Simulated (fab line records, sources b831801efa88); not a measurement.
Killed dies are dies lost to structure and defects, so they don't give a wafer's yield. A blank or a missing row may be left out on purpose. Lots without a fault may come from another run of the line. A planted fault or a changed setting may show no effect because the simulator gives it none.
A struck lot beside a sound one | flow sfq_line | 13 steps out of a route of 325
Sound: wafers L106.3, L106.4, L106.6. Struck: wafers L118.1, L118.3, L118.4. The cause comes at the end.
At each step with rows: each side's tool, then ch and its chambers, then its first start. Under that, the readings that differ: sound wafers | struck wafers | difference of the means | sigmas: that difference in standard deviations of wafers without a fault.
alike: readings whose means differ by less than 2 such deviations, and words and numbers that are the same on both sides. not compared: withheld readings, readings that some wafer has no value for, bounds like >300 that may hide the same value, and numbers for which the record gives no deviation and whose values overlap.
The two part at a step that has a row with sigmas, a row that says differs or no value, or rows on one side only. Numbers that don't overlap but have no deviation are shown without sigmas and don't part them. A reading that every wafer of one side lacks parts them only if that side has two wafers or more.

SFQ_TRILAYER_I3_VIA_BARC_OPEN_VIA_ETCH_121: etches BARC in O2, target depth 125 nm, time 41.7 s.
  sound on rie_diel-02 ch 1,2, day 33 07:46; struck on rie_diel-03 ch 0,1,2, day 38 12:44
  alike: drypump_motor_current_A, oes_product_au, rf_fwd_power_W
  not compared: rf_hours_counter_h
SFQ_TRILAYER_I3_VIA_ETCH_VIA_ETCH_088: etches SiO2 in CHF3, stops on Nb, target depth 260 nm.
  sound on rie_diel-02 ch 1,2, day 33 07:49; struck on rie_diel-03 ch 0,1,2, day 38 12:46
  alike: drypump_motor_current_A, oes_product_au, rf_fwd_power_W
SFQ_TRILAYER_I3_VIA_STRIP_STRIP_089: strips in O2.
  sound on rie_metal-02 ch 0,1, day 33 08:11; struck on rie_metal-02 ch 0,1, day 38 12:53
  alike: drypump_motor_current_A, oes_product_au
  not compared: rf_hours_counter_h
then, 2 steps without rows for these wafers: SFQ_TRILAYER_I3_VIA_STRIP_SOLV_CLEAN_090 (cleans in NMP, time 600 s); SFQ_TRILAYER_M4_DEP_PRE_CLEAN_092 (time 22.5 s).
SFQ_TRILAYER_M4_DEP_SPUTTER_091: material Nb, target thk 200 nm, time 133.3 s.
  sound on pvd_sputter-03, day 33 09:06; struck on pvd_sputter-05, day 38 13:41
  reading                | sound          | struck         | difference | sigmas
  throttle_valve_pct (%) | 29.8 28.8 28.9 | 31.1 31.1 30.2 | +1.6       | +2
SFQ_M4_RS_MEAS_924: measures by four-point-probe.
  sound on film_metro-02, day 33 09:14; struck on film_metro-01, day 38 13:47
  reading           | sound             | struck            | difference | sigmas
  M4_NB_RS (ohm/sq) | 0.867 0.874 0.871 | 0.901 0.899 0.889 | +0.026     | +2
then, 4 steps without rows for these wafers: SFQ_TRILAYER_M4_LITHO_COAT_098 (resist thk 62 nm); SFQ_TRILAYER_M4_LITHO_COAT_093 (resist thk 600 nm); SFQ_TRILAYER_M4_LITHO_SOFTBAKE_097; SFQ_TRILAYER_M4_LITHO_EXPOSE_094 (exposes mask M4, target cd 500 nm).
-- the record jumps here: 2 days lie between the struck wafers' starts before and after --
SFQ_TRILAYER_M4_LITHO_PEB_096: peb time 60 s.
  sound on litho_track-02 ch 0, day 35 15:59; struck on litho_track-02 ch 0, day 41 01:34
  reading                  | sound                | struck               | difference | sigmas
  heater_power_total_W (W) | 79.03 79.12 79.17    | 70.05 70.01 70.20    | -9.02      | -99 or more
  plate_temp_C (C)         | 115.13 114.92 115.11 | 105.37 105.25 105.08 | -9.82      | -76
then, 1 step without rows for these wafers: SFQ_TRILAYER_M4_LITHO_DEVELOP_095 (time 60 s).

WHERE THEY PART
First at SFQ_TRILAYER_M4_DEP_SPUTTER_091; last, within this record, at SFQ_TRILAYER_M4_LITHO_PEB_096.

WHY: what the simulator had put in
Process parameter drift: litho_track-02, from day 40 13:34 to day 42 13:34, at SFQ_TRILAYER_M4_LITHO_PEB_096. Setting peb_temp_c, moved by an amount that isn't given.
